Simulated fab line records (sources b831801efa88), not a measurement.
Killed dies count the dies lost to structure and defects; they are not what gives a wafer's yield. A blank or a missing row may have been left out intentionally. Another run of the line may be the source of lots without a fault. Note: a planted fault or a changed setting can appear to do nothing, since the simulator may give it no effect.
Which of the tools did it? || flow sky130 || Sampling: 13 lots, 39 wafers, 4 of 708 route steps

WHAT EACH GAUGE READ, for each wafer
SKY_POLY_GATE_CD_MEAS_13: the cd target is 150 nm. Usual: cd-nm reads 150.1 nm (standard deviation 1.2).
{"lot": "L270", "measured": "day 16 05:44", "on": "cd-sem-02", "cd-nm (nm)": "152.4 151.2 152.3", "flag": ""}
{"lot": "L271", "measured": "day 16 18:55", "on": "cd-sem-02", "cd-nm (nm)": "148.6 149.2 149.1", "flag": ""}
{"lot": "L273", "measured": "day 17 16:41", "on": "cd-sem-02", "cd-nm (nm)": "148.1 148.5 149.7", "flag": ""}
{"lot": "L274", "measured": "day 17 17:31", "on": "cd-sem-02", "cd-nm (nm)": "149.5 149.5 150.2", "flag": ""}
{"lot": "L280", "measured": "day 21 08:01", "on": "cd-sem-01", "cd-nm (nm)": "151.1 149.7 150.8", "flag": ""}
{"lot": "L287", "measured": "day 22 20:10", "on": "cd-sem-01", "cd-nm (nm)": "149.8 150.9 150.2", "flag": ""}
{"lot": "L288", "measured": "day 22 19:14", "on": "cd-sem-02", "cd-nm (nm)": "147.8 151.0 148.9", "flag": ""}
{"lot": "L289", "measured": "day 23 05:49", "on": "cd-sem-02", "cd-nm (nm)": "150.7 150.2 149.6", "flag": ""}
{"lot": "L291", "measured": "day 24 01:52", "on": "cd-sem-02", "cd-nm (nm)": "150.8 149.4 150.3", "flag": ""}
{"lot": "L292", "measured": "day 24 10:05", "on": "cd-sem-01", "cd-nm (nm)": "149.8 152.2 149.7", "flag": ""}
{"lot": "L293", "measured": "day 25 12:55", "on": "cd-sem-01", "cd-nm (nm)": "149.6 150.4 151.1", "flag": ""}

SKY_LDD_HVP_OVL_MEAS_07. Usual: for LDD_HVP_OVL the level is -0.6 nm and the standard deviation is 1.2.
{"lot": "L270", "measured": "day 21 09:34", "on": "overlay-02", "LDD_HVP_OVL (nm)": "-0.1 -0.9 -2.4", "flag": ""}
{"lot": "L271", "measured": "day 21 23:37", "on": "overlay-02", "LDD_HVP_OVL (nm)": "0.3 -1.3 0.5", "flag": ""}
{"lot": "L273", "measured": "day 23 02:46", "on": "overlay-02", "LDD_HVP_OVL (nm)": "-2.0 -1.0 0.3", "flag": ""}
{"lot": "L274", "measured": "day 23 03:01", "on": "overlay-01", "LDD_HVP_OVL (nm)": "-0.6 0.1 -1.9", "flag": ""}
{"lot": "L280", "measured": "day 26 12:01", "on": "overlay-02", "LDD_HVP_OVL (nm)": "-1.5 0.0 0.5", "flag": ""}
{"lot": "L287", "measured": "day 27 21:58", "on": "overlay-01", "LDD_HVP_OVL (nm)": "-1.1 0.8 -1.8", "flag": ""}
{"lot": "L288", "measured": "day 27 20:49", "on": "overlay-01", "LDD_HVP_OVL (nm)": "-0.8 -0.8 0.6", "flag": ""}
{"lot": "L289", "measured": "day 28 07:34", "on": "overlay-01", "LDD_HVP_OVL (nm)": "0.4 0.5 -0.4", "flag": ""}
{"lot": "L291", "measured": "day 29 01:47", "on": "overlay-01", "LDD_HVP_OVL (nm)": "-1.7 -1.6 -0.8", "flag": ""}
{"lot": "L292", "measured": "day 29 08:22", "on": "overlay-01", "LDD_HVP_OVL (nm)": "-0.5 -0.1 -0.4", "flag": ""}
{"lot": "L293", "measured": "day 30 09:58", "on": "overlay-01", "LDD_HVP_OVL (nm)": "-0.3 0.2 0.6", "flag": ""}

WHAT TOOL EACH LOT RAN ON (gives the tool, then ch and the chambers of the sampled wafers, and finally the start)
{"lot": "L270", "SKY_FIELD_ISO_STRIP_16": "plasma-asher-04 ch 0,1, day 2 05:05", "SKY_VT_ADJUST_LVTN_STRIP_20": "plasma-asher-01 ch 1, day 7 16:27"}
{"lot": "L271", "SKY_FIELD_ISO_STRIP_16": "plasma-asher-03 ch 0,1, day 2 10:25", "SKY_VT_ADJUST_LVTN_STRIP_20": "plasma-asher-03 ch 0,1, day 8 00:47"}
{"lot": "L273", "SKY_FIELD_ISO_STRIP_16": "plasma-asher-03 ch 0,1, day 2 20:20", "SKY_VT_ADJUST_LVTN_STRIP_20": "plasma-asher-02 ch 0,1, day 8 13:25"}
{"lot": "L274", "SKY_FIELD_ISO_STRIP_16": "plasma-asher-04 ch 0,1, day 3 01:56", "SKY_VT_ADJUST_LVTN_STRIP_20": "plasma-asher-01 ch 0,1, day 8 19:55"}
{"lot": "L277", "SKY_FIELD_ISO_STRIP_16": "plasma-asher-04 ch 0,1, day 3 17:32", "SKY_VT_ADJUST_LVTN_STRIP_20": "-"}
{"lot": "L278", "SKY_FIELD_ISO_STRIP_16": "plasma-asher-02 ch 0,1, day 3 22:55", "SKY_VT_ADJUST_LVTN_STRIP_20": "-"}
{"lot": "L280", "SKY_FIELD_ISO_STRIP_16": "plasma-asher-04 ch 0,1, day 4 08:16", "SKY_VT_ADJUST_LVTN_STRIP_20": "plasma-asher-01 ch 0,1, day 10 19:42"}
{"lot": "L287", "SKY_FIELD_ISO_STRIP_16": "plasma-asher-02 ch 0,1, day 5 23:50", "SKY_VT_ADJUST_LVTN_STRIP_20": "plasma-asher-03 ch 0,1, day 12 17:33"}
{"lot": "L288", "SKY_FIELD_ISO_STRIP_16": "plasma-asher-02 ch 0,1, day 6 03:14", "SKY_VT_ADJUST_LVTN_STRIP_20": "plasma-asher-02 ch 0,1, day 12 17:37"}
{"lot": "L289", "SKY_FIELD_ISO_STRIP_16": "plasma-asher-03 ch 0,1, day 6 07:29", "SKY_VT_ADJUST_LVTN_STRIP_20": "plasma-asher-02 ch 0,1, day 13 02:33"}
{"lot": "L291", "SKY_FIELD_ISO_STRIP_16": "plasma-asher-04 ch 0,1, day 6 17:11", "SKY_VT_ADJUST_LVTN_STRIP_20": "plasma-asher-03 ch 0,1, day 13 14:44"}
{"lot": "L292", "SKY_FIELD_ISO_STRIP_16": "plasma-asher-02 ch 0,1, day 7 00:14", "SKY_VT_ADJUST_LVTN_STRIP_20": "plasma-asher-01 ch 0, day 13 22:32"}
{"lot": "L293", "SKY_FIELD_ISO_STRIP_16": "plasma-asher-03 ch 0,1, day 7 04:16", "SKY_VT_ADJUST_LVTN_STRIP_20": "plasma-asher-03 ch 0,1, day 14 15:29"}
- SKY_FIELD_ISO_STRIP_16: strips in O2/N2.
- SKY_VT_ADJUST_LVTN_STRIP_20: strips in O2/N2.

AS READ BY THE TOOLS THEMSELVES (means over the sampled wafers that have a number; for cases with no such wafer, the mark the record gives instead)
SKY_FIELD_ISO_STRIP_16. Usual: chamber-pressure-mTorr 1500.0 mTorr, standard deviation 1.5; drypump-motor-current-A 5.9 A, standard deviation 0.32; oes-product-au 0.378 a.u., standard deviation 0.0044; strip-time-to-endpoint-s 3.55 s, standard deviation 0.035.
{"lot": "L270", "tool": "plasma-asher-04", "chamber-pressure-mTorr (mTorr)": 1499.2, "drypump-motor-current-A (A)": 6.0, "oes-product-au (a.u.)": 0.376, "strip-time-to-endpoint-s (s)": 3.53, "flag": ""}
{"lot": "L271", "tool": "plasma-asher-03", "chamber-pressure-mTorr (mTorr)": 1501.5, "drypump-motor-current-A (A)": 5.7, "oes-product-au (a.u.)": 0.378, "strip-time-to-endpoint-s (s)": 3.54, "flag": ""}
{"lot": "L273", "tool": "plasma-asher-03", "chamber-pressure-mTorr (mTorr)": 1499.5, "drypump-motor-current-A (A)": 5.9, "oes-product-au (a.u.)": 0.378, "strip-time-to-endpoint-s (s)": 3.53, "flag": ""}
{"lot": "L274", "tool": "plasma-asher-04", "chamber-pressure-mTorr (mTorr)": 1499.4, "drypump-motor-current-A (A)": 6.1, "oes-product-au (a.u.)": 0.377, "strip-time-to-endpoint-s (s)": 3.56, "flag": ""}
{"lot": "L277", "tool": "plasma-asher-04", "chamber-pressure-mTorr (mTorr)": "-", "drypump-motor-current-A (A)": "-", "oes-product-au (a.u.)": "-", "strip-time-to-endpoint-s (s)": "-", "flag": "OFF"}
{"lot": "L278", "tool": "plasma-asher-02", "chamber-pressure-mTorr (mTorr)": "-", "drypump-motor-current-A (A)": "-", "oes-product-au (a.u.)": "-", "strip-time-to-endpoint-s (s)": "-", "flag": "OFF"}
{"lot": "L280", "tool": "plasma-asher-04", "chamber-pressure-mTorr (mTorr)": 1500.2, "drypump-motor-current-A (A)": 6.1, "oes-product-au (a.u.)": 0.380, "strip-time-to-endpoint-s (s)": 3.52, "flag": ""}
{"lot": "L287", "tool": "plasma-asher-02", "chamber-pressure-mTorr (mTorr)": 1500.4, "drypump-motor-current-A (A)": 6.0, "oes-product-au (a.u.)": 0.377, "strip-time-to-endpoint-s (s)": 3.56, "flag": ""}
{"lot": "L288", "tool": "plasma-asher-02", "chamber-pressure-mTorr (mTorr)": 1500.5, "drypump-motor-current-A (A)": 5.8, "oes-product-au (a.u.)": 0.377, "strip-time-to-endpoint-s (s)": 3.52, "flag": ""}
{"lot": "L289", "tool": "plasma-asher-03", "chamber-pressure-mTorr (mTorr)": 1499.4, "drypump-motor-current-A (A)": 5.6, "oes-product-au (a.u.)": 0.375, "strip-time-to-endpoint-s (s)": 3.58, "flag": ""}
{"lot": "L291", "tool": "plasma-asher-04", "chamber-pressure-mTorr (mTorr)": 1499.0, "drypump-motor-current-A (A)": 6.1, "oes-product-au (a.u.)": 0.375, "strip-time-to-endpoint-s (s)": 3.49, "flag": ""}
{"lot": "L292", "tool": "plasma-asher-02", "chamber-pressure-mTorr (mTorr)": 1501.3, "drypump-motor-current-A (A)": 6.0, "oes-product-au (a.u.)": 0.379, "strip-time-to-endpoint-s (s)": 3.53, "flag": ""}
{"lot": "L293", "tool": "plasma-asher-03", "chamber-pressure-mTorr (mTorr)": 1500.1, "drypump-motor-current-A (A)": 5.6, "oes-product-au (a.u.)": 0.377, "strip-time-to-endpoint-s (s)": 3.57, "flag": ""}

SKY_VT_ADJUST_LVTN_STRIP_20. Usual: chamber-pressure-mTorr 1500.1 mTorr, standard deviation 1.2; drypump-motor-current-A 5.7 A, standard deviation 0.45; oes-product-au 0.716 a.u., standard deviation 0.0047; strip-time-to-endpoint-s 14.18 s, standard deviation 0.045.
{"lot": "L270", "tool": "plasma-asher-01", "chamber-pressure-mTorr (mTorr)": 1499.3, "drypump-motor-current-A (A)": 5.1, "oes-product-au (a.u.)": 0.716, "strip-time-to-endpoint-s (s)": 14.22, "flag": ""}
{"lot": "L271", "tool": "plasma-asher-03", "chamber-pressure-mTorr (mTorr)": 1500.4, "drypump-motor-current-A (A)": 5.7, "oes-product-au (a.u.)": 0.717, "strip-time-to-endpoint-s (s)": 14.09, "flag": ""}
{"lot": "L273", "tool": "plasma-asher-02", "chamber-pressure-mTorr (mTorr)": 1501.1, "drypump-motor-current-A (A)": 5.7, "oes-product-au (a.u.)": 0.720, "strip-time-to-endpoint-s (s)": 14.19, "flag": ""}
{"lot": "L274", "tool": "plasma-asher-01", "chamber-pressure-mTorr (mTorr)": 1499.9, "drypump-motor-current-A (A)": 5.4, "oes-product-au (a.u.)": 0.714, "strip-time-to-endpoint-s (s)": 14.20, "flag": ""}
{"lot": "L280", "tool": "plasma-asher-01", "chamber-pressure-mTorr (mTorr)": 1499.9, "drypump-motor-current-A (A)": 5.8, "oes-product-au (a.u.)": 0.716, "strip-time-to-endpoint-s (s)": 14.13, "flag": ""}
{"lot": "L287", "tool": "plasma-asher-03", "chamber-pressure-mTorr (mTorr)": 1500.4, "drypump-motor-current-A (A)": 5.6, "oes-product-au (a.u.)": 0.710, "strip-time-to-endpoint-s (s)": 14.19, "flag": ""}
{"lot": "L288", "tool": "plasma-asher-02", "chamber-pressure-mTorr (mTorr)": 1499.0, "drypump-motor-current-A (A)": 6.0, "oes-product-au (a.u.)": 0.713, "strip-time-to-endpoint-s (s)": 14.19, "flag": ""}
{"lot": "L289", "tool": "plasma-asher-02", "chamber-pressure-mTorr (mTorr)": 1499.7, "drypump-motor-current-A (A)": 6.0, "oes-product-au (a.u.)": 0.714, "strip-time-to-endpoint-s (s)": 14.26, "flag": ""}
{"lot": "L291", "tool": "plasma-asher-03", "chamber-pressure-mTorr (mTorr)": 1500.5, "drypump-motor-current-A (A)": 5.9, "oes-product-au (a.u.)": 0.716, "strip-time-to-endpoint-s (s)": 14.17, "flag": ""}
{"lot": "L292", "tool": "plasma-asher-01", "chamber-pressure-mTorr (mTorr)": 1500.0, "drypump-motor-current-A (A)": 6.2, "oes-product-au (a.u.)": 0.716, "strip-time-to-endpoint-s (s)": 14.12, "flag": ""}
{"lot": "L293", "tool": "plasma-asher-03", "chamber-pressure-mTorr (mTorr)": 1500.9, "drypump-motor-current-A (A)": 5.9, "oes-product-au (a.u.)": 0.715, "strip-time-to-endpoint-s (s)": 14.13, "flag": ""}

THE ANSWER, worked out from the rows above alone
Rule: take the mean of a lot's wafers that have a number; if it is more than 3 standard deviations from the usual mean, the lot is off. A lot without any number at a reading at which 4 lots or more have one is off too. All remaining lots with rows at the step are treated as sound. Order of review: gauges by route order, followed by the tools' own readings, for which a lot's mean as printed above is used. At the first step where some lot is off, the reading lying furthest off is the one used; lots without a number count as furthest.
Off, at SKY_FIELD_ISO_STRIP_16 on chamber-pressure-mTorr: L277, L278. Without a number there: L277, L278.
A tool fits if, at that step or a process step before it, it ran every lot that is off, and no sound lot after the first of them. Of those tried, none fits.

WHAT THE SIMULATOR HAD INSERTED
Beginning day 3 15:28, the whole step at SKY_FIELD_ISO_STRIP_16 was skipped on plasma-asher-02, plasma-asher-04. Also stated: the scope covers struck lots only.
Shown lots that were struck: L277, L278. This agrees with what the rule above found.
